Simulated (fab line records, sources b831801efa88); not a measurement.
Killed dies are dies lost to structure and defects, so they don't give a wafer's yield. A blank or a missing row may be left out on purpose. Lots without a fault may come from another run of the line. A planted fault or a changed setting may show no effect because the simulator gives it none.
A struck lot beside a sound one | flow sky130 | 16 steps out of a route of 708
Sound: wafers L141.2, L141.3, L141.5. Struck: wafers L131.1, L131.3, L131.4. The cause comes at the end.
At each step with rows: each side's tool, then ch and its chambers, then its first start. Under that, the readings that differ: sound wafers | struck wafers | difference of the means | sigmas: that difference in standard deviations of wafers without a fault.
alike: readings whose means differ by less than 2 such deviations, and words and numbers that are the same on both sides. not compared: withheld readings, readings that some wafer has no value for, bounds like >300 that may hide the same value, and numbers for which the record gives no deviation and whose values overlap.
The two part at a step that has a row with sigmas, a row that says differs or no value, or rows on one side only. Numbers that don't overlap but have no deviation are shown without sigmas and don't part them. A reading that every wafer of one side lacks parts them only if that side has two wafers or more.

first, 8 steps without rows for these wafers: SKY_POLY_GATE_DEHYDRATE_05 (time 60 s); SKY_POLY_GATE_HMDS_06 (prime time 60 s); SKY_POLY_GATE_COAT_07 (resist thk 110 nm); SKY_POLY_GATE_COAT_08 (resist thk 450 nm); SKY_POLY_GATE_SOFTBAKE_09 (time 90 s); SKY_POLY_GATE_EXPOSE_10 (exposes mask P1M, target cd 150 nm); SKY_POLY_GATE_PEB_11; SKY_POLY_GATE_DEVELOP_12 (develop time 60 s).
SKY_POLY_GATE_CD_MEAS_13: target cd 150 nm.
  sound on cd_sem-01, day 23 06:30; struck on cd_sem-02, day 19 12:05
  alike: cd_nm
SKY_POLY_GATE_OVL_MEAS_14:
  sound on overlay-01, day 23 06:37; struck on overlay-02, day 19 12:12
  alike: POLY_GATE_OVL
SKY_POLY_GATE_ETCH_15: etches BARC in N2/H2, stops on SiO2, time 118.5 s, target depth 110 nm.
  sound on rie_diel-04 ch 0,2,3, day 23 06:38; struck on rie_diel-01 ch 1,2,3, day 19 12:14
  alike: drypump_motor_current_A, oes_product_au, run_length_s, throttle_valve_pct
  not compared: rf_hours_counter_h
SKY_POLY_GATE_ETCH_16: etches Si3N4 in CH3F/O2, stops on poly-Si, time 147.5 s, target depth 75 nm.
  sound on rie_diel-04 ch 0,2,3, day 23 06:43; struck on rie_diel-01 ch 1,2,3, day 19 12:19
  alike: drypump_motor_current_A, oes_product_au, run_length_s, throttle_valve_pct
  not compared: rf_hours_counter_h
SKY_POLY_GATE_ETCH_17: etches poly-Si in HBr/Cl2, stops on SiO2, target depth 180 nm, time 70.5 s.
  sound on rie_si-02 ch 2,3, day 23 06:49; struck on rie_si-01 ch 0,1, day 19 12:25
  reading                                          | sound             | struck            | difference | sigmas
  run_length_s (s)                                 | 98.4 98.3 99.1    | 83.0 82.4 83.5    | -15.6      | -34
  model.etch.depth_nm (nm)                         | 178.2 177.6 177.7 | 137.1 137.3 136.9 | -40.7      |
  model.POLY_GATE.feature_depth_nm (nm)            | 178.2 177.6 177.7 | 137.1 137.3 136.9 | -40.7      |
  model.KrF-thick_of_POLY_GATE_COAT_08.thk_nm (nm) | 134.8 137.2 135.2 | 156.8 161.7 161.7 | +24.3      |
  alike: drypump_motor_current_A, mfc_cl2_sccm, oes_product_au, throttle_valve_pct
  not compared: rf_hours_counter_h
SKY_POLY_GATE_STRIP_18: strips in O2/N2.
  sound on plasma_asher-02 ch 0,1, day 23 06:52; struck on plasma_asher-04 ch 0,1, day 19 12:28
  reading                      | sound             | struck            | difference | sigmas
  oes_product_au (a.u.)        | 0.360 0.361 0.367 | 0.374 0.373 0.375 | +0.011     | +2
  strip_time_to_endpoint_s (s) | 3.12 3.13 3.13    | 3.36 3.40 3.39    | +0.26      | +8
  alike: drypump_motor_current_A
  not compared: rf_hours_counter_h
then, 1 step without rows for these wafers: SKY_POLY_GATE_CLEAN_19 (cleans in SC1/SC2, time 150 s).
-- the record jumps here: 28 days lie between the struck wafers' starts before and after (it left off in module POLY_GATE and takes up again in module PAD_OPEN, whose first step shown is number 708 of the route) --
SKY_PAD_OPEN_PROBE_99:
  sound on prober-01, day 49 23:52; struck on prober-01, day 47 16:49
  reading                               | sound                | struck               | difference | sigmas
  model.etest.tip_sonos.rs_ohm_sq       | 2704 2687 2678       | 3016 2937 2959       | +281       |
  model.etest.poly_comb.leak_log10_a_um | -12.61 -12.54 -12.42 | -7.614 -7.896 -7.375 | +4.895     |
  alike: killed_at_M0_to_M3, killed_at_M4_up, killed_at_contacts, killed_at_front_end, killed_at_other, killed_dies, killed_open, killed_short
  not compared: model.etest.tip_n.rs_ohm_sq

WHERE THEY PART
First at SKY_POLY_GATE_ETCH_17; last, within this record, at SKY_POLY_GATE_STRIP_18. Later steps at which nothing parts them and some readings are alike: SKY_PAD_OPEN_PROBE_99.

WHY: what the simulator had put in
Process parameter drift: rie_si-01, from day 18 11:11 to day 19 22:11, at SKY_POLY_GATE_ETCH_17. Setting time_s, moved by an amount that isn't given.
